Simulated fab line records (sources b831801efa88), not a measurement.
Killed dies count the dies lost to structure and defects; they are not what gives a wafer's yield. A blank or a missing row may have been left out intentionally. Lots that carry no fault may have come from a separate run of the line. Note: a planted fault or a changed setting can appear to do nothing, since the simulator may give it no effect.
What tool caused it? / flow sky130 / route of 708 steps, sampled at 1 step: 12 lots, 36 wafers

## WHAT EACH GAUGE READ, for each wafer
SKY_FIELD_ISO_BOW_MEAS_00.
lot=L075; measured=day 1 15:01; on=film_metro-04; INCOMING_BOW (um)=-3 -2 3
lot=L077; measured=day 2 01:01; on=film_metro-04; INCOMING_BOW (um)=16 3 8
lot=L079; measured=day 2 11:00; on=film_metro-02; INCOMING_BOW (um)=5 5 4
lot=L081; measured=day 2 21:00; on=film_metro-02; INCOMING_BOW (um)=5 8 2
lot=L083; measured=day 3 07:01; on=film_metro-02; INCOMING_BOW (um)=5 10 -8
lot=L085; measured=day 3 17:04; on=film_metro-04; INCOMING_BOW (um)=-1 -5 -4
lot=L087; measured=day 4 03:00; on=film_metro-01; INCOMING_BOW (um)=2 -3 -1
lot=L089; measured=day 4 13:01; on=film_metro-01; INCOMING_BOW (um)=1 -2 -1
lot=L091; measured=day 4 23:04; on=film_metro-02; INCOMING_BOW (um)=-7 5 -7
lot=L093; measured=day 5 09:02; on=film_metro-04; INCOMING_BOW (um)=-7 0 -8
lot=L095; measured=day 5 19:01; on=film_metro-01; INCOMING_BOW (um)=2 5 3
lot=L097; measured=day 6 05:00; on=film_metro-01; INCOMING_BOW (um)=3 -15 3

## TOOL THAT RAN EACH LOT (tool first, then ch and the chambers of the sampled wafers, then the start)
The record shows no process step preceding these readings.

## THE ANSWER, worked out from the rows above alone
Rule: usual is defined by the lots themselves. Put in order of their means at a reading, lots are off if they are a third of the lots or fewer, leave a main group of 4 or more, and stand apart from it by a gap of 3 or more times the standard deviation of the main group's means; of several such gaps the widest counts. A main group whose means are all the same, to the digits that the tables above print for the reading, isn't used. Also off: a lot with no number at a reading for which 4 or more lots have one. Any other lot the step has rows for is counted as sound.
Nothing can be told from this: no lot is off at any reading shown.

## WHAT THE SIMULATOR HAD PUT IN
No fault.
